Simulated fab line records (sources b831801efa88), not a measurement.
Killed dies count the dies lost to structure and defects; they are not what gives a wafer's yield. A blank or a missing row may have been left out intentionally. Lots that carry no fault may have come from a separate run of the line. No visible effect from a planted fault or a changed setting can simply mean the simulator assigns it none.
Comparing a struck lot with a sound one -- flow sky130 -- 16 steps out of a route of 708
Sound: wafers L191.4, L191.5, L191.6. Struck: wafer L195.2. (L195.1, L195.6 of the same lot were not struck and are left out.) The cause comes at the end.
At each step with rows: each side's tool, then ch and its chambers, then its first start. Under that, the readings that differ: sound wafers -- struck wafers -- difference of the means -- sigmas: that difference in standard deviations of wafers without a fault.
alike: readings whose means differ by less than 2 such deviations, and words and numbers that are the same on both sides. not compared: withheld readings, readings that some wafer has no value for, bounds like >300 that may hide the same value, and numbers for which the record gives no deviation and whose values overlap.
A row with sigmas, a row that says differs or no value, or rows on one side alone: a step with any of these is where the two part. When numbers do not overlap yet have no deviation, they are printed without sigmas and do not part them. A reading missing from all wafers of one side parts the sides only when that side holds two or more wafers.

first, 4 steps without rows for these wafers: SKY_LDD_N_IMPLANT_12; SKY_LDD_N_IMPLANT_13; SKY_LDD_N_IMPLANT_14; SKY_LDD_N_IMPLANT_15.
SKY_LDD_N_STRIP_16: strips in O2/N2.
  sound on plasma asher-01 ch 0,1, day 19 23:55; struck on plasma asher-03 ch 0, day 21 06:58
reading,sound,struck,difference,sigmas
rf hours counter h (h),- - -,81,no value on the sound wafers,
  alike: drypump motor current A, n2 flow sccm, o2 flow sccm, oes product au, strip time to endpoint s
SKY_LDD_N_TW_MEAS_17:
  sound on film metro-03 at day 20 00:01; struck on film metro-02 at day 21 07:04
reading,sound,struck,difference,sigmas
LDD_N_TW,2602 2604 2596,2566,-35,-2
then, 6 steps without rows for these wafers: SKY_LDD_P_DEHYDRATE_00 (time 60 s); SKY_LDD_P_HMDS_01 (prime time 60 s); SKY_LDD_P_COAT_02 (resist thk 1140 nm); SKY_LDD_P_SOFTBAKE_03 (time 60 s); SKY_LDD_P_EXPOSE_04 (exposes mask PSDM, target cd 380 nm); SKY_LDD_P_PEB_05.
SKY_LDD_P_DEVELOP_06: develop time 60 s.
  sound on litho track-01 ch 0, day 21 06:10; struck on litho track-02 ch 0, day 22 13:44
SKY_LDD_P_CD_MEAS_07: the cd target is 380 nm.
  sound on cd sem-01 at day 21 06:18; struck on cd sem-01 at day 22 13:53
reading,sound,struck,difference,sigmas
cd nm (nm),384.4 385.4 384.6,412.0,+27.2,+11
SKY_LDD_P_OVL_MEAS_08:
  sound on overlay-01 at day 21 06:23; struck on overlay-02 at day 22 14:00
reading,sound,struck,difference,sigmas
LDD_P_OVL (nm),1.7 -0.6 2.1,-2.2,-3.3,-3
-- here the record skips 25 days between the struck wafers' starts before and after, leaving off in module LDD_P and picking up in module PAD_OPEN (first step shown: number 708 of the route) --
SKY_PAD_OPEN_PROBE_99:
  sound on prober-02 at day 47 09:53; struck on prober-02 at day 48 01:33
reading,sound,struck,difference,sigmas
killed_at_M4_up,6 4 4,0,-5,-3
  alike: killed_at_M0_to_M3, killed at contacts, killed at front end, killed at other, killed dies, killed on rim, killed open, killed short

== WHERE THEY PART ==
Earliest at SKY_LDD_N_STRIP_16; latest, in this record, at SKY_PAD_OPEN_PROBE_99.

WHY: what the simulator had put in
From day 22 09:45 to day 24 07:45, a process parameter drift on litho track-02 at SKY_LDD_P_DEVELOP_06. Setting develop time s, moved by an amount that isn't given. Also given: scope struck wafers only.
